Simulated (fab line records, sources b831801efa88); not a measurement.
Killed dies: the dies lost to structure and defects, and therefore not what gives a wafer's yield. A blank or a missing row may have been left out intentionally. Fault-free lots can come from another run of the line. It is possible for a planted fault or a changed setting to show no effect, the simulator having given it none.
Tool commonality check -- flow gf180mcu -- 13 lots and 39 wafers in the sample

WHY IT WAS OPENED
Flagged at GF_M5_CD_MEAS_07: reading cd-nm, on 3 of 13 lots. Fault-free wafers read 279.6 nm, with a standard deviation of 1.3.
Rule: a lot is flagged when every wafer of it that has a number lies more than 4 standard deviations from that mean, or none has a number. As for the other lots, they are considered sound.

lot,measured,on,"cd-nm (nm), wafer by wafer",flag
L652,day 26 06:54,cd-sem-02,279.6 279.8 279.8,
L655,day 27 09:04,cd-sem-02,279.7 277.9 278.2,
L656,day 27 21:53,cd-sem-02,279.3 279.1 279.4,
L661,day 29 02:32,cd-sem-02,278.0 279.5 279.5,
L662,day 29 09:59,cd-sem-02,281.9 281.9 281.2,
L663,day 29 20:19,cd-sem-02,282.2 279.9 280.5,
L665,day 30 08:20,cd-sem-01,279.8 278.9 278.3,
L666,day 30 12:29,cd-sem-01,281.1 281.9 282.2,
L667,day 31 00:54,cd-sem-02,278.6 279.4 280.3,
L668,day 31 03:35,cd-sem-01,272.6 272.3 273.8,FLAGGED
L669,day 31 09:53,cd-sem-01,271.4 270.9 272.6,FLAGGED
L671,day 31 21:08,cd-sem-01,272.1 273.2 272.7,FLAGGED
L674,day 32 16:59,cd-sem-01,278.9 278.0 277.9,
On average the flagged lots' numbers are 272.4 nm, which is -7.2 nm against the usual, or -6 standard deviations.

LOT BY LOT: THE TOOL USED
The record holds 3 process steps before the reading, out of a route of 602 steps. In each cell: the tool, then ch and the chambers that the sampled wafers went through, then the start.
lot,flag,GF_V4_ETCH_16,GF_V4_SPUTTER_21,GF_M5_PEB_05
L652,,"rie-diel-01 ch 2,3, day 24 09:10","pvd-sputter-04, day 24 09:51","litho-track-04 ch 0, day 26 06:34"
L655,,"rie-diel-01 ch 1,2, day 25 13:34","pvd-sputter-02, day 25 14:14","litho-track-03 ch 0, day 27 08:45"
L656,,"rie-diel-02 ch 0,3, day 26 02:15","pvd-sputter-01, day 26 03:01","litho-track-02 ch 0, day 27 21:34"
L661,,"rie-diel-01 ch 1,3, day 27 09:54","pvd-sputter-02, day 27 10:34","litho-track-04 ch 0, day 29 02:07"
L662,,"rie-diel-01 ch 1,2, day 27 16:27","pvd-sputter-04, day 27 17:09","litho-track-04 ch 0, day 29 09:39"
L663,,"rie-diel-04 ch 0,1,3, day 28 04:32","pvd-sputter-01, day 28 05:12","litho-track-03 ch 0, day 29 19:51"
L665,,"rie-diel-04 ch 1,2,3, day 28 16:49","pvd-sputter-01, day 28 17:28","litho-track-02 ch 0, day 30 07:59"
L666,,"rie-diel-01 ch 0,1,2, day 28 20:48","pvd-sputter-02, day 28 21:28","litho-track-02 ch 0, day 30 12:08"
L667,,"rie-diel-01 ch 0,1,2, day 29 09:35","pvd-sputter-02, day 29 10:20","litho-track-03 ch 0, day 31 00:33"
L668,FLAGGED,"rie-diel-04 ch 0,1, day 29 12:44","pvd-sputter-01, day 29 13:44","litho-track-02 ch 0, day 31 03:16"
L669,FLAGGED,"rie-diel-04 ch 0,1,3, day 29 20:18","pvd-sputter-01, day 29 20:58","litho-track-02 ch 0, day 31 09:34"
L671,FLAGGED,"rie-diel-01 ch 2,3, day 30 07:08","pvd-sputter-01, day 30 07:49","litho-track-02 ch 0, day 31 20:49"
L674,,"rie-diel-01 ch 0,1,2, day 31 05:36","pvd-sputter-01, day 31 06:17","litho-track-04 ch 0, day 32 16:38"
These steps, and what they do:
- GF_V4_ETCH_16: etches BARC in N2/H2.
- GF_V4_SPUTTER_21: material Ti, target thk 15 nm, time 80.02 s.
- GF_M5_PEB_05: peb time 90 s.
- GF_M5_CD_MEAS_07: target cd 280 nm.

FLAGGED OVER TOTAL, TOOL BY TOOL (the gauges that took the reading come last)
step,tool,lots run,flagged,share of the flagged lots,sound lots run after its first flagged lot
GF_V4_ETCH_16,rie-diel-01,8,1,some,1 (L674)
GF_V4_ETCH_16,rie-diel-02,1,0,none,-
GF_V4_ETCH_16,rie-diel-04,4,2,some,0
GF_V4_SPUTTER_21,pvd-sputter-01,7,3,all,1 (L674)
GF_V4_SPUTTER_21,pvd-sputter-02,4,0,none,-
GF_V4_SPUTTER_21,pvd-sputter-04,2,0,none,-
GF_M5_PEB_05,litho-track-02,6,3,all,0
GF_M5_PEB_05,litho-track-03,3,0,none,-
GF_M5_PEB_05,litho-track-04,4,0,none,-
GF_M5_CD_MEAS_07,cd-sem-01,6,3,all,1 (L674)
GF_M5_CD_MEAS_07,cd-sem-02,7,0,none,-

WHAT IS ALLOWED BY THE TABLE
Every flagged lot was run by 3 rows of the table: pvd-sputter-01 at GF_V4_SPUTTER_21, litho-track-02 at GF_M5_PEB_05 and cd-sem-01 at GF_M5_CD_MEAS_07.
- pvd-sputter-01 at GF_V4_SPUTTER_21 ran 7 lots, 3 of them flagged. Sound lots ran on it after the first flagged one (L674), which a lasting fault on the whole tool wouldn't allow.
- litho-track-02 at GF_M5_PEB_05 ran 6 lots, 3 of them flagged. A fault beginning between L666 (day 30 12:08), its last sound lot, and L668 (day 31 03:16), its first flagged one, fits the data.
- cd-sem-01 at GF_M5_CD_MEAS_07 ran 6 lots, 3 of them flagged. Sound lots ran on it after the first flagged one (L674), which a lasting fault on the whole tool wouldn't allow.
Just one tool remains: litho-track-02 at GF_M5_PEB_05.

WHAT THE SIMULATOR PUT IN
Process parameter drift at GF_M5_PEB_05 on litho-track-02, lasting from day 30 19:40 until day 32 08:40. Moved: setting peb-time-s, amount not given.
Struck lots among those shown: L668, L669, L671. The rule above found the same.
